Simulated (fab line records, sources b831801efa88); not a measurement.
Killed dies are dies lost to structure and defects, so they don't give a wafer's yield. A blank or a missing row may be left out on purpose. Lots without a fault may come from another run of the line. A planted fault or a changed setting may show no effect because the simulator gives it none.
One fault seen from 2 desks | flow gf180mcu | each desk has only its own numbers; what lay behind them comes last

THE METROLOGY DESK
What the gauges read, lot by lot, whatever tool the lot ran on: means of the sampled wafers that have a number. A lot is out of limits, marked OUT, if its mean lies more than 4 standard deviations from the usual mean; the brackets give that distance.
Columns: A = TOP_METAL_ALCU_THK at GF_TOP_METAL_THK_MEAS_06, usual 904 nm; B = PASSIVATION_BOW at GF_PASSIVATION_BOW_MEAS_14, usual 139 um
lot  | first seen here | A   | B
L833 | day 27 12:20    | 904 | 137
L834 | day 27 15:12    | 900 | 151
L835 | day 28 00:13    | 891 | 129
L838 | day 28 15:29    | 895 | 146
L840 | day 29 11:52    | 905 | 120
L847 | day 31 18:09    | 911 | 136
L849 | day 32 04:40    | 901 | 154
L850 | day 32 07:26    | 913 | 137
L851 | day 32 13:26    | 897 | 148
L852 | day 32 17:04    | 890 | 123
L853 | day 32 21:58    | 913 | 124
L854 | day 33 04:34    | 895 | 132
L855 | day 33 10:14    | 919 | 144
L856 | day 33 16:22    | 920 | 126
This desk's finding: nothing out of limits on any of the 14 lots.

THE TOOL OWNER'S DESK: plasma_asher-02
The tool's own readings at GF_MVPSD_STRIP_10 (strips in O2/N2): means of the sampled wafers that have a number, for each lot that ran on this tool. A lot is out of limits, marked OUT, if its mean lies more than 4 standard deviations from the usual mean; the brackets give that distance.
Columns: A = drypump_motor_current_A at GF_MVPSD_STRIP_10, usual 5.7 A; B = heater_power_w at GF_MVPSD_STRIP_10, usual 331 W; C = oes_product_au at GF_MVPSD_STRIP_10, usual 0.723 a.u.; D = strip_time_to_endpoint_s at GF_MVPSD_STRIP_10, usual 36.91 s
lot  | first seen here | A   | B   | C     | D
L834 | day 5 08:45     | 5.5 | 307 | 0.723 | 36.83
L838 | day 6 04:55     | 5.5 | 301 | 0.717 | 36.91
L840 | day 6 20:10     | 6.8 | 283 | 0.723 | 36.96
L849 | day 9 02:49     | 5.5 | 302 | 0.723 | 36.98
L851 | day 9 11:23     | 5.5 | 303 | 0.723 | 37.04
L853 | day 9 23:13     | 6.2 | 291 | 0.722 | 37.03
This desk's finding: nothing out of limits on any of the 6 lots.

PUT TOGETHER
The metrology desk saw nothing out of limits.
The tool owner's desk saw nothing out of limits.

WHAT THE SIMULATOR HAD PUT IN
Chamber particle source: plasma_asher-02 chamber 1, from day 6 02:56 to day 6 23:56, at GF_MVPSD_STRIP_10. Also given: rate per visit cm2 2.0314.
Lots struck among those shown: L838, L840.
